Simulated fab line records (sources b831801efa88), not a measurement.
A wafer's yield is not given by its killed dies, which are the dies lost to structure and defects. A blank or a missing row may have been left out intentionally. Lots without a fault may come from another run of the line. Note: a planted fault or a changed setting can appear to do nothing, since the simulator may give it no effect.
A lot that was struck, set against a sound lot | flow sky130 | 16 steps out of a route of 708
Sound: wafers L307.2, L307.3, L307.6. Wafers struck: L322.2, L322.4, L322.5. The cause is named last.
At each step with rows: each side's tool, then ch and its chambers, then its first start. Under that, the readings that differ: sound wafers | struck wafers | difference of the means | sigmas: that difference in standard deviations of wafers without a fault.
alike: readings with means less than 2 such deviations apart, plus words and numbers identical on both sides. not compared: withheld readings, readings lacking a value on some wafer, bounds such as >300 that could conceal the same value, and numbers that have no deviation in the record and whose values overlap.
Wherever a step has rows on one side only, a row that says differs or no value, or a row with sigmas, the two part there. When numbers do not overlap yet have no deviation, they are printed without sigmas and do not part them. A reading that every wafer of one side lacks parts them only if that side has two wafers or more.

first, 8 steps without rows for these wafers: SKY_POLY_GATE_DEHYDRATE_05 (time 60 s); SKY_POLY_GATE_HMDS_06 (prime time 60 s); SKY_POLY_GATE_COAT_07 (resist thk 110 nm); SKY_POLY_GATE_COAT_08 (resist thk 450 nm); SKY_POLY_GATE_SOFTBAKE_09 (time 90 s); SKY_POLY_GATE_EXPOSE_10 (exposes mask P1M, target cd 150 nm); SKY_POLY_GATE_PEB_11; SKY_POLY_GATE_DEVELOP_12 (develop time 60 s).
SKY_POLY_GATE_CD_MEAS_13: the cd target is 150 nm.
  struck on cdSem-02, day 22 02:41; sound on cdSem-01, day 16 05:56
  alike: cdNm
SKY_POLY_GATE_OVL_MEAS_14:
  struck on overlay-01, day 22 02:47; sound on overlay-02, day 16 06:02
  alike: POLY_GATE_OVL
SKY_POLY_GATE_ETCH_15: etches BARC in N2/H2, stops on SiO2, time 118.5 s, target depth 110 nm.
  sound on rieDiel-01 ch 0,1, day 16 06:04; struck on rieDiel-01 ch 0,2,3, day 22 02:49
  alike: biasW, chamberPressureMTorr, drypumpMotorCurrentA, oesProductAu, throttleValvePct
  not compared: rfHoursCounterH
SKY_POLY_GATE_ETCH_16: etches Si3N4 in CH3F/O2, stops on poly-Si, time 147.5 s, target depth 75 nm.
  sound on rieDiel-01 ch 0,1, day 16 06:09; struck on rieDiel-01 ch 0,2,3, day 22 02:54
  alike: O2_flow_sccm, biasW, drypumpMotorCurrentA, oesProductAu, throttleValvePct
  not compared: rfHoursCounterH
SKY_POLY_GATE_ETCH_17: etches poly-Si in HBr/Cl2, stops on SiO2, target depth 180 nm, time 70.5 s.
  sound on rieSi-01 ch 1,2,3, day 16 06:15; struck on rieSi-01 ch 1,3, day 22 03:00
  no value came back on the struck wafers for any of 6 readings (HBr_flow_sccm (sccm), biasW (W) and others); on the sound wafers HBr_flow_sccm (sccm) reads 150.8 150.5 150.4
reading                                         | sound             | struck          | difference | sigmas
model.KrF-thick_of_POLY_GATE_COAT_08.thkNm (nm) | 142.8 140.3 138.8 | 233.4 232.2 235 | +92.9      | 
  not compared: rfHoursCounterH
SKY_POLY_GATE_STRIP_18: strips in O2/N2.
  sound on plasmaAsher-04 ch 1, day 16 06:18; struck on plasmaAsher-03 ch 0,1, day 22 03:03
reading                  | sound             | struck            | difference | sigmas
oesProductAu (a.u.)      | 0.361 0.363 0.359 | 0.402 0.399 0.404 | +0.041     | +9
stripTimeToEndpointS (s) | 3.196 3.175 3.157 | 4.184 4.171 4.197 | +1.008     | +34
  alike: drypumpMotorCurrentA, o2FlowSccm
  not compared: rfHoursCounterH
then, 1 step without rows for these wafers: SKY_POLY_GATE_CLEAN_19 (cleans in SC1/SC2, time 150 s).
-- here the record skips 27 days between the struck wafers' starts before and after, leaving off in module POLY_GATE and picking up in module PAD_OPEN (first step shown: number 708 of the route) --
SKY_PAD_OPEN_PROBE_99:
  struck on prober-01, day 49 11:22; sound on prober-02, day 45 15:20
reading          | sound    | struck      | difference | sigmas
killedAtFrontEnd | 13 16 17 | 427 410 421 | +404       | +99 or more
killedDies       | 72 72 79 | 492 492 492 | +418       | +45
killedOnRim      | 14 16 15 | 96 96 96    | +81        | +23
  alike: killed_at_M0_to_M3, killed_at_M4_up, killedAtContacts, killedAtOther, killedOpen, killedShort

== WHERE THEY PART ==
Earliest at SKY_POLY_GATE_ETCH_17; latest, in this record, at SKY_PAD_OPEN_PROBE_99.

WHY: the cause the simulator had injected
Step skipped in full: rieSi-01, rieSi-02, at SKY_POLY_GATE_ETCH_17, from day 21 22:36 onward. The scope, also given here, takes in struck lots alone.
